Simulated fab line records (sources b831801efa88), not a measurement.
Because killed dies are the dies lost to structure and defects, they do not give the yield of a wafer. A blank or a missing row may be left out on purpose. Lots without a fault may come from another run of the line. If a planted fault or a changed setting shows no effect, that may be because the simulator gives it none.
What tool caused it? | flow sky130 | 36 wafers from 12 lots sampled at 5 of the route's 708 steps

WHAT THE GAUGES READ, wafer by wafer
The record lacks any reading of a measuring or inspecting step that a usual standard deviation could be used to judge.

WHICH TOOL RAN EACH LOT (tool, then ch and the chambers of the sampled wafers, then the start)
lot  | SKY_CONTACT_CMP_04            | SKY_CONTACT_SOFTBAKE_10                      | SKY_CONTACT_CVD_24            | SKY_METAL1_ETCH_18                | SKY_PAD_OPEN_PROBE_99
L632 | cmp-01 ch 2,3, day 30 15:24   | litho-track-03 ch 0, day 31 19:52 or earlier | cvd-w-02 ch 0,1, day 31 19:52 | rie-metal-01 ch 0,1, day 32 23:05 | -
L636 | cmp-02 ch 0,1,3, day 31 00:41 | litho-track-01 ch 0, day 32 05:33 or earlier | cvd-w-02 ch 0,1, day 32 05:33 | rie-metal-04 ch 0,1, day 33 09:05 | prober-01, day 46 04:18
L637 | cmp-02 ch 0,1,2, day 31 17:23 | litho-track-03 ch 0, day 32 21:49 or earlier | cvd-w-01 ch 0,1, day 32 21:49 | rie-metal-03 ch 0,1, day 34 01:20 | -
L639 | cmp-01 ch 0,1,3, day 32 22:58 | litho-track-03 ch 0, day 34 03:01 or earlier | cvd-w-02 ch 0,1, day 34 03:01 | rie-metal-03 ch 0,1, day 35 06:06 | -
L640 | cmp-02 ch 1,2,3, day 32 23:42 | litho-track-04 ch 0, day 34 03:25 or earlier | cvd-w-01 ch 0,1, day 34 03:25 | rie-metal-01 ch 0,1, day 35 06:11 | prober-02, day 47 15:36
L641 | cmp-01 ch 0,1,3, day 33 03:29 | litho-track-04 ch 0, day 34 07:31 or earlier | cvd-w-02 ch 0,1, day 34 07:31 | rie-metal-03 ch 0,1, day 35 10:24 | prober-01, day 47 16:52
L642 | cmp-02 ch 2,3, day 33 10:41   | litho-track-04 ch 0, day 34 14:00 or earlier | cvd-w-02 ch 0,1, day 34 14:00 | rie-metal-01 ch 0,1, day 35 17:06 | prober-02, day 48 01:19
L645 | cmp-01 ch 0,1,3, day 34 10:15 | litho-track-01 ch 0, day 35 14:24 or earlier | cvd-w-01 ch 0,1, day 35 14:24 | rie-metal-01 ch 0,1, day 36 17:14 | -
L648 | cmp-01 ch 2,3, day 35 12:13   | litho-track-03 ch 0, day 36 15:44 or earlier | cvd-w-01 ch 0,1, day 36 15:44 | rie-metal-01 ch 0,1, day 37 18:34 | -
L649 | cmp-02 ch 0,2,3, day 35 22:40 | litho-track-01 ch 0, day 37 01:55 or earlier | cvd-w-01 ch 1, day 37 01:55   | rie-metal-04 ch 0,1, day 38 04:45 | -
L653 | cmp-02 ch 0,1,3, day 36 23:41 | litho-track-04 ch 0, day 38 02:19 or earlier | cvd-w-01 ch 0,1, day 38 02:19 | rie-metal-04 ch 0,1, day 39 04:11 | prober-02, day 50 09:29
L654 | cmp-01 ch 0,1,3, day 37 06:25 | litho-track-04 ch 0, day 38 09:28 or earlier | cvd-w-02 ch 1, day 38 09:28   | rie-metal-04 ch 0,1, day 39 10:42 | prober-01, day 50 13:32
- SKY_CONTACT_CMP_04: polishes SiO2.
- SKY_CONTACT_SOFTBAKE_10: time 93.38 s.
- SKY_CONTACT_CVD_24: deposits W, target thk 340 nm, time 102.12 s.
- SKY_METAL1_ETCH_18: etches BARC in N2/H2, stops on SiO2, time 45.9 s, target depth 60 nm.
- SKY_PAD_OPEN_PROBE_99

AS READ BY THE TOOLS THEMSELVES (means over the sampled wafers that have a number; for cases with no such wafer, the mark the record gives instead)
SKY_CONTACT_CMP_04. Usual: motor-current-A 12.9 A, standard deviation 1; time-to-endpoint-s 84 s, standard deviation 4.6.
lot  | tool   | motor-current-A (A) | time-to-endpoint-s (s) | flag
L632 | cmp-01 | 13.1                | 80                     |
L636 | cmp-02 | 13.4                | 88                     |
L637 | cmp-02 | 12.6                | 83                     |
L639 | cmp-01 | 11.6                | 80                     |
L640 | cmp-02 | 13.5                | 83                     |
L641 | cmp-01 | 11.9                | 82                     |
L642 | cmp-02 | 13.3                | 81                     |
L645 | cmp-01 | 12.2                | 87                     |
L648 | cmp-01 | 12.3                | 86                     |
L649 | cmp-02 | 13.5                | 82                     |
L653 | cmp-02 | 13.3                | 82                     |
L654 | cmp-01 | 11.8                | 89                     |

SKY_CONTACT_SOFTBAKE_10. Usual: plate-sensor-t-centre-C 100.88 C, standard deviation 0.0095; plate-sensor-t-edge-C 100.95 C, standard deviation 0.01.
lot  | tool           | plate-sensor-t-centre-C (C) | plate-sensor-t-edge-C (C) | flag
L632 | litho-track-03 | 100.88                      | 100.95                    |
L636 | litho-track-01 | 100.87                      | 100.95                    |
L637 | litho-track-03 | 100.89                      | 100.95                    |
L639 | litho-track-03 | 100.89                      | 100.95                    |
L640 | litho-track-04 | 100.88                      | 100.95                    |
L641 | litho-track-04 | 100.89                      | 100.95                    |
L642 | litho-track-04 | 100.88                      | 100.97                    |
L645 | litho-track-01 | 100.88                      | 100.96                    |
L648 | litho-track-03 | 100.87                      | 100.95                    |
L649 | litho-track-01 | 100.88                      | 100.94                    |
L653 | litho-track-04 | 100.89                      | 100.96                    |
L654 | litho-track-04 | 100.88                      | 100.96                    |

SKY_CONTACT_CVD_24. Usual: heater-power-w reads 886 W (standard deviation 120).
lot  | tool     | heater-power-w (W) | flag
L632 | cvd-w-02 | 837                |
L636 | cvd-w-02 | 825                |
L637 | cvd-w-01 | 992                |
L639 | cvd-w-02 | 768                |
L640 | cvd-w-01 | 923                |
L641 | cvd-w-02 | 853                |
L642 | cvd-w-02 | 763                |
L645 | cvd-w-01 | 986                |
L648 | cvd-w-01 | 946                |
L649 | cvd-w-01 | 1052               |
L653 | cvd-w-01 | 991                |
L654 | cvd-w-02 | 896                |

SKY_METAL1_ETCH_18. Usual: bias-w 100.0 W, standard deviation 0.31; drypump-motor-current-A 6.0 A, standard deviation 0.42; he-backside-leak-sccm 3.34 sccm, standard deviation 0.27; oes-product-au 0.854 a.u., standard deviation 0.0043; rf-fwd-power-W 494.9 W, standard deviation 1.7; throttle-valve-pct 13.224 %, standard deviation 0.0085.
lot  | tool         | bias-w (W) | drypump-motor-current-A (A) | he-backside-leak-sccm (sccm) | oes-product-au (a.u.) | rf-fwd-power-W (W) | throttle-valve-pct (%) | flag
L632 | rie-metal-01 | 99.9       | 5.9                         | 3.50                         | 0.854                 | 493.4              | 13.220                 |
L636 | rie-metal-04 | 99.7       | 6.4                         | 3.68                         | 0.857                 | 495.9              | 13.230                 |
L637 | rie-metal-03 | 100.1      | 5.7                         | 3.30                         | 0.853                 | 495.2              | 13.224                 |
L639 | rie-metal-03 | 100.2      | 5.7                         | 3.12                         | 0.857                 | 494.5              | 13.227                 |
L640 | rie-metal-01 | 99.8       | 5.7                         | 3.48                         | 0.852                 | 493.7              | 13.223                 |
L641 | rie-metal-03 | 100.2      | 5.7                         | 3.30                         | 0.855                 | 495.7              | 13.224                 |
L642 | rie-metal-01 | 100.3      | 5.7                         | 3.45                         | 0.855                 | 494.9              | 13.234                 |
L645 | rie-metal-01 | 100.4      | 5.9                         | 3.21                         | 0.852                 | 415.3              | 13.218                 | OFF
L648 | rie-metal-01 | 99.8       | 5.9                         | 3.37                         | 0.856                 | 414.8              | 13.223                 | OFF
L649 | rie-metal-04 | 100.1      | 6.2                         | 3.34                         | 0.853                 | 494.5              | 13.221                 |
L653 | rie-metal-04 | 100.1      | 6.2                         | 3.30                         | 0.857                 | 496.8              | 13.215                 |
L654 | rie-metal-04 | 99.8       | 6.2                         | 3.32                         | 0.854                 | 496.6              | 13.222                 |

SKY_PAD_OPEN_PROBE_99. Usual: defect-limited-yield 82.6 %, standard deviation 2; killed_at_M0_to_M3 43, standard deviation 7.1; killed_at_M4_up 3.0, standard deviation 1.9; killed-at-contacts 24, standard deviation 5; killed-at-front-end 15, standard deviation 4.3; killed-at-other 0.3, standard deviation 0.5; killed-dies 85, standard deviation 9.6; killed-open 46, standard deviation 7.1; killed-short 39, standard deviation 6.8; sort_bin_3_pad_short 0.9 %, standard deviation 0.42; sort_bin_5_function 10.2 %, standard deviation 1.4; sort_bin_6_memory 6.3 %, standard deviation 1.2; sort-n-pass 407, standard deviation 9.6; sort-yield-pct 82.6 %, standard deviation 2.
lot  | tool      | defect-limited-yield (%) | killed_at_M0_to_M3 | killed_at_M4_up | killed-at-contacts | killed-at-front-end | killed-at-other | killed-dies | killed-open | killed-short | sort_bin_3_pad_short (%) | sort_bin_5_function (%) | sort_bin_6_memory (%) | sort-n-pass | sort-yield-pct (%) | flag
L636 | prober-01 | 83.4                     | 45                 | 1.0             | 18                 | 18                  | 0.0             | 82          | 44          | 37           | 0.8                      | 10.2                    | 5.6                   | 410         | 83.4               |
L640 | prober-02 | 79.9                     | 50                 | 3.0             | 27                 | 18                  | 0.7             | 99          | 55          | 44           | 1.1                      | 11.5                    | 7.6                   | 393         | 79.9               |
L641 | prober-01 | 79.8                     | 53                 | 2.0             | 22                 | 21                  | 0.7             | 99          | 56          | 44           | 1.1                      | 12.7                    | 6.4                   | 393         | 79.8               |
L642 | prober-02 | 83.1                     | 45                 | 3.0             | 22                 | 12                  | 0.3             | 83          | 48          | 35           | 0.9                      | 9.3                     | 6.7                   | 409         | 83.1               |
L653 | prober-02 | 83.1                     | 37                 | 5.0             | 27                 | 13                  | 0.3             | 83          | 41          | 42           | 1.1                      | 9.7                     | 6.0                   | 409         | 83.1               |
L654 | prober-01 | 82.7                     | 42                 | 2.3             | 28                 | 13                  | 0.0             | 85          | 48          | 37           | 0.5                      | 10.7                    | 6.1                   | 407         | 82.7               |

THE ANSWER, worked out from the rows above alone
Rule: take the mean of a lot's wafers that have a number; if it is more than 3 standard deviations from the usual mean, the lot is off. Also off: a lot with no number at a reading for which 4 or more lots have one. The other lots that the step has rows for count as sound. The gauges are gone through in route order, then the tools' own readings, and for those a lot's mean is taken as printed above. The first step at which some lot is off is used, and at that step the reading that is off furthest; a lot without a number counts as furthest.
Off at SKY_METAL1_ETCH_18 (rf-fwd-power-W): L645, L648.
A tool fits if, at that step or a process step before it, it ran every lot that is off, and no sound lot after the first of them. With no start given for some of its lots, SKY_CONTACT_SOFTBAKE_10 uses the hours and lot order of SKY_CONTACT_CVD_24. One fits: SKY_METAL1_ETCH_18 on rie-metal-01. Its last sound lot is L642 (day 35 17:06), its first lot that is off L645 (day 36 17:14): a fault that began between those two fits.
On the lots that are off, the tool's own readings at SKY_METAL1_ETCH_18 differ by more than 5 times the standard deviation of the sound lots' means, which bears it out; rf-fwd-power-W reads 415.1 W there versus 495.1 W on the sound lots.

WHAT HAD BEEN PUT IN BY THE SIMULATOR
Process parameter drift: rie-metal-01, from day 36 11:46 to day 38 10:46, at SKY_METAL1_ETCH_18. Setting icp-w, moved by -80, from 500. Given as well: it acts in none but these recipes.
Shown lots that were struck: L645, L648. The rule above reached the same finding.
